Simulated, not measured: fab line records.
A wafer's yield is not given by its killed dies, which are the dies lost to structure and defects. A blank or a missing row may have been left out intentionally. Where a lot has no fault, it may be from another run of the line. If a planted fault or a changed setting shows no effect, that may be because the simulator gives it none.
Which tool is to blame? || flow gf180mcu || 39 wafers from 13 lots sampled at 6 of the route's 602 steps

WHAT THE GAUGES SHOWED, per wafer
GF_MVPSD_TW_MEAS_11.
{"lot": "L114", "measured": "day 5 13:40", "on": "film metro-01", "MVPSD_TW": "558 557 553"}
{"lot": "L115", "measured": "day 5 17:15", "on": "film metro-04", "MVPSD_TW": "555 557 556"}
{"lot": "L117", "measured": "day 6 06:49", "on": "film metro-02", "MVPSD_TW": "547 545 548"}
{"lot": "L118", "measured": "day 6 12:41", "on": "film metro-01", "MVPSD_TW": "554 553 553"}
{"lot": "L120", "measured": "day 7 00:24", "on": "film metro-01", "MVPSD_TW": "556 554 554"}
{"lot": "L121", "measured": "day 7 05:35", "on": "film metro-04", "MVPSD_TW": "554 555 556"}
{"lot": "L124", "measured": "day 7 21:26", "on": "film metro-04", "MVPSD_TW": "555 556 551"}
{"lot": "L125", "measured": "day 8 08:04", "on": "film metro-01", "MVPSD_TW": "557 554 557"}
{"lot": "L130", "measured": "day 9 22:55", "on": "film metro-01", "MVPSD_TW": "552 552 549"}
{"lot": "L131", "measured": "day 10 01:36", "on": "film metro-02", "MVPSD_TW": "546 547 544"}
{"lot": "L132", "measured": "day 10 08:31", "on": "film metro-04", "MVPSD_TW": "558 555 556"}
{"lot": "L134", "measured": "day 10 18:47", "on": "film metro-04", "MVPSD_TW": "555 556 559"}
{"lot": "L135", "measured": "day 10 21:30", "on": "film metro-02", "MVPSD_TW": "547 544 546"}

GF_POLY_GATE_THK_MEAS_17.
{"lot": "L114", "measured": "day 10 01:25", "on": "film metro-03", "POLY_GATE_OXIDATION_THK (nm)": "3.93 3.89 3.78"}
{"lot": "L115", "measured": "day 10 00:10", "on": "film metro-03", "POLY_GATE_OXIDATION_THK (nm)": "4.00 4.04 3.97"}
{"lot": "L117", "measured": "day 10 18:46", "on": "film metro-03", "POLY_GATE_OXIDATION_THK (nm)": "4.08 4.11 4.03"}
{"lot": "L118", "measured": "day 11 01:31", "on": "film metro-01", "POLY_GATE_OXIDATION_THK (nm)": "4.00 4.05 3.99"}
{"lot": "L120", "measured": "day 11 20:24", "on": "film metro-04", "POLY_GATE_OXIDATION_THK (nm)": "4.03 3.97 4.03"}
{"lot": "L121", "measured": "day 12 03:27", "on": "film metro-04", "POLY_GATE_OXIDATION_THK (nm)": "4.01 4.00 4.00"}
{"lot": "L124", "measured": "day 12 23:22", "on": "film metro-04", "POLY_GATE_OXIDATION_THK (nm)": "4.01 3.89 3.98"}
{"lot": "L125", "measured": "day 13 09:05", "on": "film metro-04", "POLY_GATE_OXIDATION_THK (nm)": "3.84 3.89 3.96"}
{"lot": "L130", "measured": "day 15 01:31", "on": "film metro-03", "POLY_GATE_OXIDATION_THK (nm)": "4.17 4.14 4.08"}
{"lot": "L131", "measured": "day 15 07:51", "on": "film metro-04", "POLY_GATE_OXIDATION_THK (nm)": "4.05 4.07 4.14"}
{"lot": "L132", "measured": "day 15 14:43", "on": "film metro-03", "POLY_GATE_OXIDATION_THK (nm)": "4.06 3.93 3.94"}
{"lot": "L134", "measured": "day 16 03:31", "on": "film metro-04", "POLY_GATE_OXIDATION_THK (nm)": "4.04 4.01 4.02"}
{"lot": "L135", "measured": "day 16 08:58", "on": "film metro-04", "POLY_GATE_OXIDATION_THK (nm)": "4.12 4.15 4.19"}

GF_HV_LDD_TW_MEAS_11.
{"lot": "L114", "measured": "day 10 19:58", "on": "film metro-04", "HV_LDD_TW": "2434 2431 2439"}
{"lot": "L115", "measured": "day 10 19:04", "on": "film metro-02", "HV_LDD_TW": "2393 2376 2370"}
{"lot": "L117", "measured": "day 11 13:44", "on": "film metro-04", "HV_LDD_TW": "2432 2425 2417"}
{"lot": "L118", "measured": "day 11 20:47", "on": "film metro-02", "HV_LDD_TW": "2373 2385 2381"}
{"lot": "L120", "measured": "day 12 15:49", "on": "film metro-02", "HV_LDD_TW": "2390 2397 2392"}
{"lot": "L121", "measured": "day 12 23:17", "on": "film metro-02", "HV_LDD_TW": "2513 2493 2496"}
{"lot": "L124", "measured": "day 13 20:06", "on": "film metro-01", "HV_LDD_TW": "2418 2407 2411"}
{"lot": "L125", "measured": "day 14 06:28", "on": "film metro-02", "HV_LDD_TW": "2494 2495 2502"}
{"lot": "L130", "measured": "day 15 23:22", "on": "film metro-04", "HV_LDD_TW": "2427 2420 2417"}
{"lot": "L131", "measured": "day 16 05:31", "on": "film metro-04", "HV_LDD_TW": "2430 2425 2410"}
{"lot": "L132", "measured": "day 16 13:01", "on": "film metro-04", "HV_LDD_TW": "2420 2416 2414"}
{"lot": "L134", "measured": "day 17 01:49", "on": "film metro-02", "HV_LDD_TW": "2382 2393 2378"}
{"lot": "L135", "measured": "day 17 08:28", "on": "film metro-02", "HV_LDD_TW": "2391 2387 2377"}

GF_HV_LDD_RS_MEAS_53: measures by four-point-probe.
{"lot": "L114", "measured": "day 13 07:19", "on": "film metro-01", "HV_LDD_RS (ohm/sq)": "418.7 420.0 420.2"}
{"lot": "L115", "measured": "day 13 05:16", "on": "film metro-04", "HV_LDD_RS (ohm/sq)": "416.8 418.0 417.3"}
{"lot": "L117", "measured": "day 14 01:08", "on": "film metro-02", "HV_LDD_RS (ohm/sq)": "417.2 418.9 419.2"}
{"lot": "L118", "measured": "day 14 09:38", "on": "film metro-02", "HV_LDD_RS (ohm/sq)": "417.9 417.3 417.4"}
{"lot": "L120", "measured": "day 15 06:40", "on": "film metro-04", "HV_LDD_RS (ohm/sq)": "417.6 417.9 417.7"}
{"lot": "L121", "measured": "day 15 14:02", "on": "film metro-04", "HV_LDD_RS (ohm/sq)": "413.8 413.3 414.0"}
{"lot": "L124", "measured": "day 16 14:20", "on": "film metro-02", "HV_LDD_RS (ohm/sq)": "418.5 417.6 417.1"}
{"lot": "L125", "measured": "day 17 01:44", "on": "film metro-04", "HV_LDD_RS (ohm/sq)": "413.8 414.5 414.7"}
{"lot": "L130", "measured": "day 18 21:29", "on": "film metro-04", "HV_LDD_RS (ohm/sq)": "418.6 418.8 418.8"}
{"lot": "L131", "measured": "day 19 04:10", "on": "film metro-04", "HV_LDD_RS (ohm/sq)": "418.5 418.0 417.4"}
{"lot": "L132", "measured": "day 19 12:20", "on": "film metro-01", "HV_LDD_RS (ohm/sq)": "419.5 419.7 419.9"}
{"lot": "L134", "measured": "day 20 02:26", "on": "film metro-04", "HV_LDD_RS (ohm/sq)": "416.9 415.8 418.4"}
{"lot": "L135", "measured": "day 20 09:55", "on": "film metro-01", "HV_LDD_RS (ohm/sq)": "418.6 418.6 417.9"}

GF_SAB_OVL_MEAS_10.
{"lot": "L114", "measured": "day 16 02:31", "on": "overlay-01", "SAB_OVL (nm)": "-0.9 -2.1 0.1"}
{"lot": "L115", "measured": "day 15 23:26", "on": "overlay-01", "SAB_OVL (nm)": "0.4 2.0 1.3"}
{"lot": "L117", "measured": "day 16 22:35", "on": "overlay-01", "SAB_OVL (nm)": "1.1 0.7 1.3"}
{"lot": "L118", "measured": "day 17 09:26", "on": "overlay-01", "SAB_OVL (nm)": "1.3 0.5 -0.4"}
{"lot": "L120", "measured": "day 18 07:16", "on": "overlay-01", "SAB_OVL (nm)": "-0.6 -0.1 -1.5"}
{"lot": "L121", "measured": "day 18 14:53", "on": "overlay-02", "SAB_OVL (nm)": "1.1 -0.2 -0.2"}
{"lot": "L124", "measured": "day 19 16:19", "on": "overlay-02", "SAB_OVL (nm)": "0.0 -0.5 0.0"}
{"lot": "L125", "measured": "day 20 04:41", "on": "overlay-01", "SAB_OVL (nm)": "0.7 1.2 0.9"}
{"lot": "L130", "measured": "day 22 01:02", "on": "overlay-02", "SAB_OVL (nm)": "2.0 2.5 2.4"}
{"lot": "L131", "measured": "day 22 08:49", "on": "overlay-01", "SAB_OVL (nm)": "-0.1 0.9 0.8"}
{"lot": "L132", "measured": "day 22 16:10", "on": "overlay-02", "SAB_OVL (nm)": "1.6 2.9 4.5"}
{"lot": "L134", "measured": "day 23 03:43", "on": "overlay-02", "SAB_OVL (nm)": "-2.9 -1.1 0.0"}
{"lot": "L135", "measured": "day 23 12:11", "on": "overlay-02", "SAB_OVL (nm)": "-1.1 0.1 0.7"}

WHICH TOOL RAN EACH LOT (tool, then ch and the chambers of the sampled wafers, then the start)
{"lot": "L114", "GF_HV_LDD_IMPLANT_09": "implanter-02 ch 0, day 10 19:44"}
{"lot": "L115", "GF_HV_LDD_IMPLANT_09": "implanter-02 ch 0, day 10 18:50"}
{"lot": "L117", "GF_HV_LDD_IMPLANT_09": "implanter-04 ch 0, day 11 13:31"}
{"lot": "L118", "GF_HV_LDD_IMPLANT_09": "implanter-02 ch 0, day 11 20:35"}
{"lot": "L120", "GF_HV_LDD_IMPLANT_09": "implanter-02 ch 0, day 12 15:35"}
{"lot": "L121", "GF_HV_LDD_IMPLANT_09": "implanter-02 ch 0, day 12 23:05"}
{"lot": "L124", "GF_HV_LDD_IMPLANT_09": "implanter-03 ch 0, day 13 19:51"}
{"lot": "L125", "GF_HV_LDD_IMPLANT_09": "implanter-02 ch 0, day 14 06:15"}
{"lot": "L130", "GF_HV_LDD_IMPLANT_09": "implanter-04 ch 0, day 15 23:09"}
{"lot": "L131", "GF_HV_LDD_IMPLANT_09": "implanter-03 ch 0, day 16 05:17"}
{"lot": "L132", "GF_HV_LDD_IMPLANT_09": "implanter-03 ch 0, day 16 12:46"}
{"lot": "L134", "GF_HV_LDD_IMPLANT_09": "implanter-02 ch 0, day 17 01:34"}
{"lot": "L135", "GF_HV_LDD_IMPLANT_09": "implanter-04 ch 0, day 17 08:14"}
- GF_HV_LDD_IMPLANT_09

AS READ BY THE TOOLS THEMSELVES (means over the sampled wafers that have a number; for cases with no such wafer, the mark the record gives instead)
GF_HV_LDD_IMPLANT_09.
{"lot": "L114", "tool": "implanter-02", "beam energy keV": 40.007, "tilt deg (degrees)": 7.002}
{"lot": "L115", "tool": "implanter-02", "beam energy keV": 39.987, "tilt deg (degrees)": 7.013}
{"lot": "L117", "tool": "implanter-04", "beam energy keV": 39.989, "tilt deg (degrees)": 6.975}
{"lot": "L118", "tool": "implanter-02", "beam energy keV": 40.016, "tilt deg (degrees)": 6.993}
{"lot": "L120", "tool": "implanter-02", "beam energy keV": 39.990, "tilt deg (degrees)": 7.008}
{"lot": "L121", "tool": "implanter-02", "beam energy keV": 46.683, "tilt deg (degrees)": 7.025}
{"lot": "L124", "tool": "implanter-03", "beam energy keV": 39.999, "tilt deg (degrees)": 6.982}
{"lot": "L125", "tool": "implanter-02", "beam energy keV": 46.673, "tilt deg (degrees)": 6.982}
{"lot": "L130", "tool": "implanter-04", "beam energy keV": 40.015, "tilt deg (degrees)": 7.004}
{"lot": "L131", "tool": "implanter-03", "beam energy keV": 40.004, "tilt deg (degrees)": 7.005}
{"lot": "L132", "tool": "implanter-03", "beam energy keV": 40.015, "tilt deg (degrees)": 6.978}
{"lot": "L134", "tool": "implanter-02", "beam energy keV": 39.982, "tilt deg (degrees)": 7.020}
{"lot": "L135", "tool": "implanter-04", "beam energy keV": 39.999, "tilt deg (degrees)": 7.023}

THE ANSWER, worked out from the rows above alone
Rule: the usual values come from the lots themselves. Put in order of their means at a reading, lots are off if they are a third of the lots or fewer, leave a main group of 4 or more, and stand apart from it by a gap of 3 or more times the standard deviation of the main group's means; of several such gaps the widest counts. A main group is skipped when, at the precision printed for the reading in the tables above, its means are all equal. Also off: a lot with no number at a reading for which 4 or more lots have one. Where the step has rows for the other lots, those lots are counted as sound. The gauges are gone through in route order, then the tools' own readings, and for those a lot's mean is taken as printed above. The first step at which some lot is off is used, and at that step the reading that is off furthest; a lot without a number counts as furthest.
Off: L121, L125, at GF_HV_LDD_TW_MEAS_11 (HV_LDD_TW). Main group: mean 2405, sd 20.
If a tool, at a process step before that reading, ran all the lots that are off and no sound lot after the first of them, it fits. The gauges at GF_HV_LDD_TW_MEAS_11 aren't tried: what is off there is off at GF_HV_LDD_RS_MEAS_53 too, on other tools, and a gauge's error can't cause that. No candidate that was tried fits.

WHAT HAD BEEN PUT IN BY THE SIMULATOR
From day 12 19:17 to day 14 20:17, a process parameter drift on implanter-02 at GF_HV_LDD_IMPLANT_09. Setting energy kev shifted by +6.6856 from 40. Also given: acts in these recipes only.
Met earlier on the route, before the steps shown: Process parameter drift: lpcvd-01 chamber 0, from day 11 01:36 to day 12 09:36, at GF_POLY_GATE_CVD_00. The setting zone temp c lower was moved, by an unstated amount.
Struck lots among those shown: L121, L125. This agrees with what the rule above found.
